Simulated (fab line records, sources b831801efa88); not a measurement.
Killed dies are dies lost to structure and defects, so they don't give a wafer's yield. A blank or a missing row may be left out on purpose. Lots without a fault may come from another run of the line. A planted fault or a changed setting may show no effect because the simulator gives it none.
fab line records | flow sky130
record lots=5 wafers=15 last_day=50
route steps=708 shown LOCAL_INTERCONNECT@392 CONTACT@406
lots that met no fault: from a run of the same line without faults
start_h: hours from the record's first day to the start of the lot's first wafer shown | wait_h: hours since the lot's step before | " the same as in the row above | L1.1+2: a row that stands for several wafers | - no value, or no start given | * or withheld: withheld | < > ~ a bound
route shown NAME@n: a module of which the file shows steps, and the number in the route of the first | usual: mean/standard deviation of fault-free wafers | same: alike in all rows | chamber/n: place in a boat | sites: the reading at each site | _std_site: their standard deviation | _edge_site: outer sites' mean less inner sites' | radius_mm: how far each site lies from the wafer's centre | mask NAME#n: copy n | behind: the tool/chamber that last shaped the wafer | hold: why the lot was held/for how many hours/how that ended | device: the transistor (n, p or np) that didn't switch | end of line: the same wafers' tests at the end of the route | a step without rows: its recipe alone | killed: dies lost to structure and defects at the first sort, not the wafer's yield | map: a wafer's dies, x killed, . not, _ none there
set.NAME: the setting as run; set.NAME@STEP: as run at that earlier step | model.NAME: the simulator's own value behind a step, which no gauge read
lots at some steps of the route; a table a step, a row a wafer
services: from which hour (start_h, from the record's first day; less than 0 if before it) a tool's chamber was out of use, for how many hours, and why
## steps
# step SKY_LOCAL_INTERCONNECT_COAT_05
# recipe resist=BARC temp_c=withheld time_s=withheld spin_rpm=3000 resist_thk_nm=60
# usual chill_plate_temp_C=*
# columns lot.wafer tool chamber start_h wait_h chill_plate_temp_C
L087.1 litho_track-03 0 791.77 0.1 *
L087.3 " 0 " " *
L087.5 " 0 " " *
L088.1 litho_track-03 0 805.87 0.1 *
L088.4 " 0 " " *
L088.6 " 0 " " *
L091.2 litho_track-04 0 826.98 0.1 *
L091.3 " 0 " " *
L091.6 " 0 " " *
L092.3 litho_track-03 0 832.17 0.1 *
L092.4 " 0 " " *
L092.6 " 0 " " *
L097.1 litho_track-01 0 870.32 0.1 *
L097.3 " 0 " " *
L097.5 " 0 " " *
# step SKY_LOCAL_INTERCONNECT_COAT_06
# recipe resist=KrF-thick spin_rpm=3000 resist_thk_nm=450
# usual chill_plate_temp_C=22.98/0.099
# columns lot.wafer tool chamber start_h wait_h chill_plate_temp_C
L087.1 litho_track-03 0 - - 22.92
L087.3 " 0 " " 22.82
L087.5 " 0 " " 22.94
L088.1 litho_track-03 0 - - 23.09
L088.4 " 0 " " 23.07
L088.6 " 0 " " 22.87
L091.2 litho_track-04 0 - - 22.99
L091.3 " 0 " " 23.04
L091.6 " 0 " " 23.02
L092.3 litho_track-03 0 - - 23.04
L092.4 " 0 " " 22.95
L092.6 " 0 " " 23.02
L097.1 litho_track-01 0 - - 22.80
L097.3 " 0 " " 22.77
L097.5 " 0 " " 22.98
# step SKY_LOCAL_INTERCONNECT_SOFTBAKE_07
# recipe temp_c=100 time_s=90 resist=KrF-thick
# usual chill_plate_temp_C=22.99/0.091 heater_power_total_W=57.35/0.12
# columns lot.wafer tool chamber start_h wait_h chill_plate_temp_C heater_power_total_W
L087.1 litho_track-03 0 - - 22.99 57.23
L087.3 " 0 " " 22.91 57.42
L087.5 " 0 " " 22.98 57.28
L088.1 litho_track-03 0 - - 22.77 57.35
L088.4 " 0 " " 22.83 57.32
L088.6 " 0 " " 22.87 57.38
L091.2 litho_track-04 0 - - 23.08 57.40
L091.3 " 0 " " 22.92 57.23
L091.6 " 0 " " 22.90 57.24
L092.3 litho_track-03 0 - - 22.98 57.24
L092.4 " 0 " " 22.93 57.27
L092.6 " 0 " " 22.98 57.33
L097.1 litho_track-01 0 - - 22.99 57.36
L097.3 " 0 " " 22.97 57.46
L097.5 " 0 " " 22.87 57.28
# step SKY_LOCAL_INTERCONNECT_EXPOSE_08
# recipe mask_id=LI1M na=0.8 source_shape=annular sigma_inner=0.55 sigma_outer=0.85 target_cd_nm=170 dose_mj=28
# usual exposure_dose_mJ_cm2=28.003/0.027
# columns lot.wafer tool chamber start_h wait_h mask exposure_dose_mJ_cm2
L087.1 krf_scanner-02 0 - - LI1M#0 28.009
L087.3 " 0 " " LI1M#0 28.026
L087.5 " 0 " " LI1M#0 28.028
L088.1 krf_scanner-02 0 - - LI1M#0 28.028
L088.4 " 0 " " LI1M#0 28.048
L088.6 " 0 " " LI1M#0 28.036
L091.2 krf_scanner-01 0 - - LI1M#0 27.974
L091.3 " 0 " " LI1M#0 27.965
L091.6 " 0 " " LI1M#0 27.987
L092.3 krf_scanner-01 0 - - LI1M#0 27.999
L092.4 " 0 " " LI1M#0 27.995
L092.6 " 0 " " LI1M#0 28.030
L097.1 krf_scanner-02 0 - - LI1M#0 27.993
L097.3 " 0 " " LI1M#0 27.994
L097.5 " 0 " " LI1M#0 28.021
# step SKY_LOCAL_INTERCONNECT_PEB_09
# recipe peb_temp_c=withheld peb_time_s=withheld resist=KrF-thick
# usual chill_plate_temp_C=*
# columns lot.wafer tool chamber start_h wait_h chill_plate_temp_C
L087.1 litho_track-01 0 - - *
L087.3 " 0 " " *
L087.5 " 0 " " *
L088.1 litho_track-03 0 - - *
L088.4 " 0 " " *
L088.6 " 0 " " *
L091.2 litho_track-01 0 - - *
L091.3 " 0 " " *
L091.6 " 0 " " *
L092.3 litho_track-01 0 - - *
L092.4 " 0 " " *
L092.6 " 0 " " *
L097.1 litho_track-03 0 - - *
L097.3 " 0 " " *
L097.5 " 0 " " *
# step SKY_LOCAL_INTERCONNECT_DEVELOP_10
# recipe develop_time_s=60 resist=KrF-thick dev_temp_c=21
# usual chill_plate_temp_C=23.00/0.1
# columns lot.wafer tool chamber start_h wait_h chill_plate_temp_C
L087.1 litho_track-01 0 - - 22.98
L087.3 " 0 " " 23.01
L087.5 " 0 " " 23.02
L088.1 litho_track-03 0 - - 22.96
L088.4 " 0 " " 22.99
L088.6 " 0 " " 22.94
L091.2 litho_track-01 0 - - 23.17
L091.3 " 0 " " 23.05
L091.6 " 0 " " 23.18
L092.3 litho_track-01 0 - - 23.17
L092.4 " 0 " " 23.01
L092.6 " 0 " " 22.98
L097.1 litho_track-03 0 - - 23.03
L097.3 " 0 " " 23.13
L097.5 " 0 " " 22.93
# step SKY_LOCAL_INTERCONNECT_CD_MEAS_11
# recipe target_cd_nm=170
# usual cd_nm=169.5/1.3
# columns lot.wafer tool chamber start_h wait_h cd_nm
L087.1 cd_sem-01 - 805.77 - 170.0
L087.3 " - " " 170.0
L087.5 " - " " 170.2
L088.1 cd_sem-02 - 819.72 - 171.0
L088.4 " - " " 170.8
L088.6 " - " " 171.2
L091.2 cd_sem-02 - 841.29 - 169.9
L091.3 " - " " 168.6
L091.6 " - " " 169.0
L092.3 cd_sem-02 - 845.26 - 168.2
L092.4 " - " " 168.4
L092.6 " - " " 167.3
L097.1 cd_sem-02 - 883.12 - 169.2
L097.3 " - " " 169.1
L097.5 " - " " 169.9
# step SKY_LOCAL_INTERCONNECT_OVL_MEAS_12
# usual LOCAL_INTERCONNECT_OVL=-2/6
# columns lot.wafer tool chamber start_h wait_h LOCAL_INTERCONNECT_OVL[nm]
L087.1 overlay-01 - 805.89 0.1 -4
L087.3 " - " " -7
L087.5 " - " " -11
L088.1 overlay-02 - 819.84 0.1 12
L088.4 " - " " 7
L088.6 " - " " 13
L091.2 overlay-02 - 841.40 0.1 -11
L091.3 " - " " 2
L091.6 " - " " -5
L092.3 overlay-02 - 845.35 0.1 -10
L092.4 " - " " -10
L092.6 " - " " -10
L097.1 overlay-02 - 883.24 0.1 4
L097.3 " - " " 5
L097.5 " - " " -3
# step SKY_LOCAL_INTERCONNECT_ETCH_13
# recipe chemistry=N2/H2 target=BARC ion_energy_ev=200 bias_w=100 pressure_mtorr=30 n2_flow_sccm=100 h2_flow_sccm=200 icp_w=500 stop_on=SiO2 time_s=45.9 target_depth_a=600
# usual chamber_pressure_mTorr=30.001/0.025 drypump_motor_current_A=5.6/0.56 oes_product_au=0.854/0.0044 throttle_valve_pct=13.225/0.0083
# columns lot.wafer tool chamber start_h wait_h chamber_pressure_mTorr drypump_motor_current_A oes_product_au rf_hours_counter_h throttle_valve_pct
L087.1 rie_metal-04 1 805.93 0.0 29.999 6.1 0.854 9 13.229
L087.3 " 1 " " 30.005 6.1 0.861 - 13.230
L087.5 " 1 " " 29.999 6.1 0.852 - 13.227
L088.1 rie_metal-01 0 819.87 0.0 30.008 5.3 0.857 12 13.218
L088.4 " 0 " " 30.028 5.3 0.850 - 13.228
L088.6 " 0 " " 30.018 5.3 0.848 - 13.221
L091.2 rie_metal-01 0 841.43 0.0 30.017 5.2 0.848 12 13.224
L091.3 " 0 " " 30.031 5.3 0.859 - 13.215
L091.6 " 0 " " 30.003 5.3 0.850 - 13.233
L092.3 rie_metal-01 0 845.40 0.0 29.980 5.3 0.851 - 13.213
L092.4 " 1 " " 30.011 5.3 0.853 - 13.209
L092.6 " 1 " " 29.974 5.3 0.856 - 13.236
L097.1 rie_metal-03 1 883.27 0.0 30.006 6.3 0.856 10 13.220
L097.3 " 1 " " 30.017 6.3 0.850 - 13.239
L097.5 " 1 " " 29.988 6.3 0.851 - 13.232
# step SKY_LOCAL_INTERCONNECT_METAL_ETCH_14
# recipe target_depth_nm=110 stop_on=PSG chemistry=Cl2/BCl3 target=TiN resist_sidewall_deg=88 pressure_mtorr=10 icp_w=900 bias_w=48.5 Cl2_flow_sccm=60 bcl3_flow_sccm=30 time_s=31.4
# usual chamber_pressure_mTorr=10.000/0.01 drypump_motor_current_A=5.6/0.56 oes_product_au=0.928/0.0078 throttle_valve_pct=21.910/0.01
# columns lot.wafer tool chamber start_h wait_h chamber_pressure_mTorr drypump_motor_current_A oes_product_au rf_hours_counter_h throttle_valve_pct
L087.1 rie_metal-04 1 806.05 0.1 10.001 6.1 0.916 9 21.931
L087.3 " 1 " " 10.009 6.1 0.921 - 21.922
L087.5 " 1 " " 9.994 6.1 0.927 - 21.916
L088.1 rie_metal-01 0 819.94 0.0 10.007 5.3 0.921 12 21.920
L088.4 " 0 " " 10.007 5.3 0.913 - 21.918
L088.6 " 0 " " 10.006 5.2 0.928 - 21.902
L091.2 rie_metal-01 0 841.49 0.0 10.007 5.3 0.920 13 21.940
L091.3 " 0 " " 10.014 5.3 0.932 - 21.890
L091.6 " 0 " " 10.000 5.3 0.921 - 21.931
L092.3 rie_metal-01 0 845.46 0.0 10.000 5.3 0.922 - 21.915
L092.4 " 1 " " 10.006 5.3 0.931 - 21.908
L092.6 " 1 " " 9.990 5.3 0.932 - 21.894
L097.1 rie_metal-03 1 883.34 0.0 10.008 6.3 0.915 10 21.935
L097.3 " 1 " " 10.005 6.3 0.910 - 21.925
L097.5 " 1 " " 10.001 6.3 0.909 - 21.915
# step SKY_LOCAL_INTERCONNECT_STRIP_15
# recipe chemistry=O2/N2 power_w=1400 pressure_mtorr=1475 platen_temp_c=withheld o2_flow_sccm=3000 n2_flow_sccm=300 overash_fraction=0.5
# usual chamber_pressure_mTorr=1474.9/1.4 drypump_motor_current_A=5.96/0.3 oes_product_au=0.426/0.0045 strip_time_to_endpoint_s=4.739/0.025
# columns lot.wafer tool chamber start_h wait_h chamber_pressure_mTorr drypump_motor_current_A oes_product_au rf_hours_counter_h strip_time_to_endpoint_s
L087.1 plasma_asher-04 1 806.16 0.1 1475.3 6.21 0.421 38 4.757
L087.3 " 1 " " 1474.6 6.19 0.434 - 4.777
L087.5 " 1 " " 1473.5 6.22 0.432 - 4.771
L088.1 plasma_asher-01 0 819.99 0.0 1475.1 5.93 0.417 68 4.692
L088.4 " 0 " " 1472.7 5.96 0.421 - 4.693
L088.6 " 1 " " 1474.4 6.29 0.428 - 4.712
L091.2 plasma_asher-04 1 841.54 0.0 1474.1 6.18 0.432 42 4.722
L091.3 " 0 " " 1472.3 5.57 0.425 - 4.698
L091.6 " 1 " " 1477.3 6.16 0.428 - 4.728
L092.3 plasma_asher-01 1 845.52 0.1 1476.8 6.28 0.427 - 4.735
L092.4 " 0 " " 1475.4 5.98 0.422 - 4.761
L092.6 " 0 " " 1473.3 5.94 0.431 - 4.747
L097.1 plasma_asher-01 0 883.39 0.0 1475.4 5.98 0.431 75 4.681
L097.3 " 0 " " 1476.9 5.96 0.419 - 4.745
L097.5 " 0 " " 1475.6 5.97 0.425 - 4.719
# step SKY_LOCAL_INTERCONNECT_STRIP_16
# recipe chemistry=post_etch_residue_remover time_s=1200 temp_c=72.5
# columns lot.wafer tool chamber start_h wait_h
L087.1+3+5 wet_bench-03 2 806.26 0.1
L088.1+4+6 wet_bench-04 3 820.09 0.1
L091.2+3+6 wet_bench-03 2 841.64 0.1
L092.3+4+6 wet_bench-03 1 845.59 0.0
L097.1+3+5 wet_bench-02 2 883.49 0.1
# step SKY_LOCAL_INTERCONNECT_CLEAN_17
# recipe chemistry=IPA time_s=180 temp_c=25
# columns lot.wafer tool chamber start_h wait_h
L087.1+3+5 wet_bench-04 3 806.63 0.0
L088.1+4+6 wet_bench-04 1 820.43 0.0
L091.2+3+6 wet_bench-03 1 841.98 0.0
L092.3+4+6 wet_bench-03 0 845.93 0.0
L097.1+3+5 wet_bench-03 3 883.89 0.0
# step SKY_LOCAL_INTERCONNECT_CLEAN_18
# recipe chemistry=O3/DIW dry=n2_spin
# columns lot.wafer tool chamber start_h wait_h
L087.1+3+5 wet_bench-03 1 806.69 0.0
L088.1+4+6 wet_bench-04 3 820.49 0.0
L091.2+3+6 wet_bench-03 0 842.04 0.0
L092.3+4+6 wet_bench-03 2 845.99 0.0
L097.1+3+5 wet_bench-04 3 883.96 0.0
# step SKY_CONTACT_CVD_00
# recipe material=Si3N4 target_thk_nm=75 temp_c=400 time_s=withheld rf_w=450
# usual heater_power_w=652/76
# columns lot.wafer tool chamber start_h wait_h heater_power_w
L087.1 pecvd-01 0 806.79 0.0 712
L087.3 " 2 " " 644
L087.5 " 1 " " 537
L088.1 pecvd-01 0 820.58 0.0 669
L088.4 " 2 " " 653
L088.6 " 0 " " 677
L091.2 pecvd-04 2 842.13 0.0 613
L091.3 " 0 " " 800
L091.6 " 0 " " 800
L092.3 pecvd-01 0 846.08 0.0 723
L092.4 " 0 " " 740
L092.6 " 1 " " 493
L097.1 pecvd-04 1 884.06 0.0 737
L097.3 " 2 " " 642
L097.5 " 0 " " 762
# step SKY_CONTACT_THK_MEAS_01
# recipe reads=Si3N4_of_CONTACT_CVD_00
# usual CONTACT_CVD_00_THK=74.9/0.99
# columns lot.wafer tool chamber start_h wait_h CONTACT_CVD_00_THK[nm]
L087.1 film_metro-01 - 806.82 - 73.0
L087.3 " - " " 73.5
L087.5 " - " " 75.3
L088.1 film_metro-04 - 820.61 - 74.4
L088.4 " - " " 75.6
L088.6 " - " " 74.9
L091.2 film_metro-04 - 842.18 - 73.4
L091.3 " - " " 75.5
L091.6 " - " " 75.7
L092.3 film_metro-04 - 846.14 - 73.5
L092.4 " - " " 75.1
L092.6 " - " " 75.2
L097.1 film_metro-04 - 884.09 - 76.1
L097.3 " - " " 73.6
L097.5 " - " " 76.8
# step SKY_CONTACT_HDPCVD_02
# recipe material=SiO2 target_thk_nm=565 sigma_open_frac=0.3 time_s=94.2 temp_c=600 sih4_flow_sccm=60 pressure_mtorr=6
# columns lot.wafer tool chamber start_h wait_h
L087.1+3+5 hdpcvd-02 0,2,1 806.88 0.1
L088.1+4+6 hdpcvd-01 0,2,1 820.67 0.1
L091.2+3+6 hdpcvd-01 2,0,1 842.23 0.0
L092.3+4+6 hdpcvd-01 1,2,0 846.18 0.0
L097.1+3+5 hdpcvd-02 2,0,0 884.15 0.1
# step SKY_CONTACT_THK_MEAS_03
# recipe reads=SiO2_of_CONTACT_HDPCVD_02
# usual CONTACT_HDPCVD_THK=566/7.4
# columns lot.wafer tool chamber start_h wait_h CONTACT_HDPCVD_THK[nm]
L087.1 film_metro-04 - 806.95 0.0 571
L087.3 " - " " 576
L087.5 " - " " 573
L088.1 film_metro-02 - 820.74 0.0 572
L088.4 " - " " 556
L088.6 " - " " 553
L091.2 film_metro-01 - 842.30 0.0 557
L091.3 " - " " 570
L091.6 " - " " 557
L092.3 film_metro-01 - 846.26 0.1 561
L092.4 " - " " 565
L092.6 " - " " 565
L097.1 film_metro-04 - 884.22 0.0 577
L097.3 " - " " 568
L097.5 " - " " 563
# step SKY_CONTACT_CMP_04
# recipe material=SiO2 down_force_psi=4 platen_rpm=60 pad_velocity_m_s=0.94248
# usual motor_current_A=11.8/1.3 time_to_endpoint_s=84/5.1
# columns lot.wafer tool chamber start_h wait_h motor_current_A time_to_endpoint_s
L087.1 cmp-01 0 807.07 0.1 11.3 85
L087.3 " 1 " " 12.5 86
L087.5 " 0 " " 11.5 85
L088.1 cmp-02 2 820.80 0.1 11.4 85
L088.4 " 1 " " 10.3 80
L088.6 " 3 " " 11.4 72
L091.3 cmp-01 0 842.40 0.1 11.2 90
L091.2 " 2 " " 12.7 80
L091.6 " 0 " " 11.6 81
L092.4 cmp-02 1 846.30 0.0 9.4 89
L092.3 " 2 " " 12.0 83
L092.6 " 1 " " 10.8 88
L097.3 cmp-01 1 884.42 0.2 12.3 82
L097.1 " 2 " " 13.0 85
L097.5 " 0 " " 11.7 78
# step SKY_CONTACT_BOW_MEAS_05
# recipe mode=bow
# usual CONTACT_BOW=83/6.6
# columns lot.wafer tool chamber start_h wait_h CONTACT_BOW[um]
L087.1 film_metro-04 - 807.37 0.2 77
L087.3 " - " " 83
L087.5 " - " " 86
L088.1 film_metro-01 - 821.10 0.2 76
L088.4 " - " " 86
L088.6 " - " " 79
L091.2 film_metro-04 - 842.67 0.1 79
L091.3 " - " " 82
L091.6 " - " " 83
L092.3 film_metro-02 - 846.64 0.2 73
L092.4 " - " " 90
L092.6 " - " " 74
L097.1 film_metro-01 - 884.67 0.1 88
L097.3 " - " " 89
L097.5 " - " " 90
# step SKY_CONTACT_DEHYDRATE_06
# recipe temp_c=200 time_s=60
# usual chill_plate_temp_C=23.02/0.11 heater_power_total_W=160.36/0.12
# columns lot.wafer tool chamber start_h wait_h chill_plate_temp_C heater_power_total_W
L087.1 litho_track-01 0 820.02 12.6 23.00 160.38
L087.3 " 0 " " 22.97 160.49
L087.5 " 0 " " 23.03 160.33
L088.1 litho_track-01 0 833.72 12.6 22.84 160.43
L088.4 " 0 " " 22.98 160.52
L088.6 " 0 " " 22.93 160.36
L091.2 litho_track-01 0 854.55 11.9 22.94 160.45
L091.3 " 0 " " 23.00 160.22
L091.6 " 0 " " 23.00 160.27
L092.3 litho_track-02 0 858.91 12.2 22.79 160.51
L092.4 " 0 " " 22.83 160.27
L092.6 " 0 " " 23.09 160.55
L097.1 litho_track-03 0 896.42 11.7 22.85 160.38
L097.3 " 0 " " 23.00 160.24
L097.5 " 0 " " 23.09 160.47
# step SKY_CONTACT_HMDS_07
# recipe prime_time_s=60 prime_temp_c=120
# usual chill_plate_temp_C=23.00/0.099 prime_temp_c=119.98/0.14
# columns lot.wafer tool chamber start_h wait_h chill_plate_temp_C prime_temp_c
L087.1 litho_track-01 0 820.17 0.1 22.98 119.68
L087.3 " 0 " " 23.04 119.55
L087.5 " 0 " " 23.02 119.77
L088.1 litho_track-01 0 833.87 0.1 23.15 120.13
L088.4 " 0 " " 22.93 120.12
L088.6 " 0 " " 23.06 120.03
L091.2 litho_track-01 0 854.70 0.1 22.83 119.87
L091.3 " 0 " " 22.93 119.94
L091.6 " 0 " " 22.86 119.96
L092.3 litho_track-02 0 859.06 0.1 22.96 119.98
L092.4 " 0 " " 22.98 120.23
L092.6 " 0 " " 23.20 120.06
L097.1 litho_track-03 0 896.57 0.1 22.99 119.97
L097.3 " 0 " " 22.97 119.75
L097.5 " 0 " " 23.04 119.81
# step SKY_CONTACT_COAT_08
# recipe resist=BARC temp_c=withheld time_s=withheld spin_rpm=3000 resist_thk_nm=60
# usual chill_plate_temp_C=*
# columns lot.wafer tool chamber start_h wait_h chill_plate_temp_C
L087.1 litho_track-01 0 820.32 0.1 *
L087.3 " 0 " " *
L087.5 " 0 " " *
L088.1 litho_track-01 0 834.02 0.1 *
L088.4 " 0 " " *
L088.6 " 0 " " *
L091.2 litho_track-01 0 854.85 0.1 *
L091.3 " 0 " " *
L091.6 " 0 " " *
L092.3 litho_track-02 0 859.21 0.1 *
L092.4 " 0 " " *
L092.6 " 0 " " *
L097.1 litho_track-03 0 896.72 0.1 *
L097.3 " 0 " " *
L097.5 " 0 " " *
# step SKY_CONTACT_COAT_09
# recipe resist=KrF-thick spin_rpm=3000 resist_thk_nm=450
# usual chill_plate_temp_C=23.00/0.1
# columns lot.wafer tool chamber start_h wait_h chill_plate_temp_C
L087.1 litho_track-01 0 - - 23.06
L087.3 " 0 " " 22.89
L087.5 " 0 " " 23.05
L088.1 litho_track-01 0 - - 23.13
L088.4 " 0 " " 22.97
L088.6 " 0 " " 23.11
L091.2 litho_track-01 0 - - 22.84
L091.3 " 0 " " 22.99
L091.6 " 0 " " 22.85
L092.3 litho_track-02 0 - - 23.05
L092.4 " 0 " " 23.07
L092.6 " 0 " " 23.02
L097.1 litho_track-03 0 - - 23.12
L097.3 " 0 " " 23.08
L097.5 " 0 " " 23.01
# step SKY_CONTACT_SOFTBAKE_10
# recipe temp_c=100 time_s=90 resist=KrF-thick
# usual chill_plate_temp_C=22.97/0.11 heater_power_total_W=57.36/0.13
# columns lot.wafer tool chamber start_h wait_h chill_plate_temp_C heater_power_total_W
L087.1 litho_track-01 0 - - 22.74 57.20
L087.3 " 0 " " 22.74 57.22
L087.5 " 0 " " 22.90 57.18
L088.1 litho_track-01 0 - - 22.92 57.58
L088.4 " 0 " " 22.85 57.27
L088.6 " 0 " " 23.06 57.33
L091.2 litho_track-01 0 - - 22.64 57.28
L091.3 " 0 " " 22.87 57.38
L091.6 " 0 " " 23.02 57.55
L092.3 litho_track-02 0 - - 23.07 57.38
L092.4 " 0 " " 22.92 57.43
L092.6 " 0 " " 22.98 57.30
L097.1 litho_track-03 0 - - 23.05 57.30
L097.3 " 0 " " 23.05 57.16
L097.5 " 0 " " 23.14 57.44
# step SKY_CONTACT_EXPOSE_11
# recipe mask_id=CTM1 na=0.8 source_shape=annular sigma_inner=0.55 sigma_outer=0.85 target_cd_nm=170 dose_mj=38
# usual exposure_dose_mJ_cm2=37.99/0.04
# columns lot.wafer tool chamber start_h wait_h mask exposure_dose_mJ_cm2
L087.1 krf_scanner-01 0 - - CTM1#0 38.01
L087.3 " 0 " " CTM1#0 38.04
L087.5 " 0 " " CTM1#0 38.02
L088.1 krf_scanner-01 0 - - CTM1#0 38.02
L088.4 " 0 " " CTM1#0 37.99
L088.6 " 0 " " CTM1#0 38.01
L091.2 krf_scanner-02 0 - - CTM1#0 38.01
L091.3 " 0 " " CTM1#0 37.98
L091.6 " 0 " " CTM1#0 37.95
L092.3 krf_scanner-02 0 - - CTM1#0 37.97
L092.4 " 0 " " CTM1#0 37.99
L092.6 " 0 " " CTM1#0 38.00
L097.1 krf_scanner-02 0 - - CTM1#0 38.01
L097.3 " 0 " " CTM1#0 38.03
L097.5 " 0 " " CTM1#0 38.02
# step SKY_CONTACT_PEB_12
# recipe peb_temp_c=withheld peb_time_s=withheld resist=KrF-thick
# usual chill_plate_temp_C=*
# columns lot.wafer tool chamber start_h wait_h chill_plate_temp_C
L087.1 litho_track-02 0 - - *
L087.3 " 0 " " *
L087.5 " 0 " " *
L088.1 litho_track-02 0 - - *
L088.4 " 0 " " *
L088.6 " 0 " " *
L091.2 litho_track-01 0 - - *
L091.3 " 0 " " *
L091.6 " 0 " " *
L092.3 litho_track-01 0 - - *
L092.4 " 0 " " *
L092.6 " 0 " " *
L097.1 litho_track-01 0 - - *
L097.3 " 0 " " *
L097.5 " 0 " " *
# step SKY_CONTACT_DEVELOP_13
# recipe develop_time_s=60 resist=KrF-thick dev_temp_c=21
# usual chill_plate_temp_C=22.99/0.1
# columns lot.wafer tool chamber start_h wait_h chill_plate_temp_C
L087.1 litho_track-02 0 - - 22.90
L087.3 " 0 " " 22.86
L087.5 " 0 " " 22.80
L088.1 litho_track-02 0 - - 22.91
L088.4 " 0 " " 22.89
L088.6 " 0 " " 22.91
L091.2 litho_track-01 0 - - 22.90
L091.3 " 0 " " 22.96
L091.6 " 0 " " 23.07
L092.3 litho_track-01 0 - - 22.99
L092.4 " 0 " " 22.94
L092.6 " 0 " " 22.91
L097.1 litho_track-01 0 - - 22.94
L097.3 " 0 " " 22.90
L097.5 " 0 " " 22.80
# step SKY_CONTACT_CD_MEAS_14
# recipe target_cd_nm=170
# usual cd_nm=169.8/1.8
# columns lot.wafer tool chamber start_h wait_h cd_nm
L087.1 cd_sem-02 - 833.91 - 169.0
L087.3 " - " " 169.5
L087.5 " - " " 169.2
L088.1 cd_sem-02 - 846.81 - 165.5
L088.4 " - " " 168.0
L088.6 " - " " 164.6
L091.2 cd_sem-01 - 868.19 - 167.8
L091.3 " - " " 169.9
L091.6 " - " " 167.9
L092.3 cd_sem-02 - 871.81 - 170.3
L092.4 " - " " 169.5
L092.6 " - " " 168.8
L097.1 cd_sem-01 - 910.32 - 170.2
L097.3 " - " " 171.2
L097.5 " - " " 172.4
# step SKY_CONTACT_OVL_MEAS_15
# usual CONTACT_OVL=2/5.1
# columns lot.wafer tool chamber start_h wait_h CONTACT_OVL[nm]
L087.1 overlay-01 - 834.03 0.1 8
L087.3 " - " " 14
L087.5 " - " " 8
L088.1 overlay-01 - 846.93 0.1 5
L088.4 " - " " 3
L088.6 " - " " 8
L091.2 overlay-01 - 868.30 0.1 9
L091.3 " - " " 3
L091.6 " - " " 2
L092.3 overlay-01 - 871.90 0.1 -2
L092.4 " - " " -5
L092.6 " - " " 5
L097.1 overlay-01 - 910.44 0.1 -5
L097.3 " - " " -10
L097.5 " - " " -6
# step SKY_CONTACT_ETCH_16
# recipe chemistry=N2/H2 target=BARC ion_energy_ev=200 source_w=500 bias_w=100 pressure_mtorr=30 n2_flow_sccm=100 h2_flow_sccm=200 stop_on=SiO2 time_s=45.9 target_depth_a=600
# usual chamber_pressure_mTorr=30.001/0.03 drypump_motor_current_A=5.8/0.39 oes_product_au=0.855/0.0047 throttle_valve_pct=13.225/0.0092
# columns lot.wafer tool chamber start_h wait_h chamber_pressure_mTorr drypump_motor_current_A oes_product_au rf_hours_counter_h throttle_valve_pct
L087.1 rie_diel-02 3 834.07 0.0 29.965 5.7 0.854 22 13.208
L087.3 " 2 " " 30.029 6.4 0.849 13 13.217
L087.5 " 3 " " 30.054 5.7 0.853 - 13.230
L088.1 rie_diel-02 1 846.97 0.0 29.953 5.4 0.851 11 13.228
L088.4 " 0 " " 30.015 5.7 0.866 12 13.227
L088.6 " 0 " " 29.944 5.7 0.859 - 13.250
L091.2 rie_diel-02 3 868.33 0.0 29.972 5.7 0.861 23 13.233
L091.3 " 1 " " 30.027 5.4 0.863 12 13.228
L091.6 " 1 " " 30.052 5.4 0.854 - 13.209
L092.3 rie_diel-01 1 871.93 0.0 29.984 5.7 0.858 20 13.229
L092.4 " 2 " " 30.043 6.1 0.856 10 13.207
L092.6 " 1 " " 30.000 5.7 0.848 - 13.219
L097.1 rie_diel-01 3 910.48 0.0 29.978 6.1 0.861 11 13.214
L097.3 " 0 " " 30.033 5.6 0.856 2 13.224
L097.5 " 2 " " 30.020 6.0 0.855 - 13.224
# step SKY_CONTACT_ETCH_17
# recipe target=SiO2 chemistry=C4F8/O2/Ar stop_on=Si3N4 mask_material=KrF-thick source_w=1500 bias_w=1200 pressure_mtorr=40 c4f8_flow_sccm=withheld O2_flow_sccm=6 Ar_flow_sccm=300 time_s=withheld target_depth_a=3400
# usual chamber_pressure_mTorr=40.00/0.038 oes_product_au=0.891/0.0047
# columns lot.wafer tool chamber start_h wait_h chamber_pressure_mTorr oes_product_au
L087.1 rie_diel-02 3 834.11 0.0 39.99 0.890
L087.3 " 2 " " 39.99 0.888
L087.5 " 3 " " 39.98 0.890
L088.1 rie_diel-02 1 847.01 0.0 39.96 0.889
L088.4 " 0 " " 39.97 0.890
L088.6 " 0 " " 40.05 0.891
L091.2 rie_diel-02 3 868.37 0.0 39.99 0.887
L091.3 " 1 " " 39.98 0.882
L091.6 " 1 " " 40.02 0.894
L092.3 rie_diel-01 1 871.97 0.0 40.00 0.894
L092.4 " 2 " " 39.99 0.882
L092.6 " 1 " " 39.95 0.891
L097.1 rie_diel-01 3 910.52 0.0 39.97 0.888
L097.3 " 0 " " 40.00 0.887
L097.5 " 2 " " 39.95 0.889
## services
# columns tool chamber start_h hours kind
rie_diel-01 2 776.14 6.9 repair
pecvd-04 - 776.17 28.1 pm
hdpcvd-02 2 782.87 5.5 repair
krf_scanner-01 - 784.12 7.2 pm
cmp-01 - 794.82 0.5 repair
rie_diel-01 2 799.37 4.4 repair
cmp-02 - 804.24 2.3 repair
hdpcvd-01 - 812.22 0.4 repair
wet_bench-04 - 821.41 48.6 pm
rie_metal-01 - 825.78 2.8 pm
krf_scanner-02 - 827.74 1.3 pm
hdpcvd-01 - 833.17 1.4 repair
rie_diel-02 3 837.33 2.5 repair
pecvd-01 - 843.29 1.6 repair
rie_diel-02 3 852.31 7.6 repair
rie_diel-01 2 856.82 5.7 repair
cmp-01 - 861.25 1.0 repair
krf_scanner-01 - 861.99 0.8 pm
krf_scanner-02 - 864.92 1.7 repair
rie_diel-02 2 886.67 4.8 repair
hdpcvd-01 - 887.64 5.5 pm
krf_scanner-02 - 887.67 1.0 pm
plasma_asher-01 - 890.46 2.5 repair
krf_scanner-01 - 906.94 1.0 pm
## key
fault none
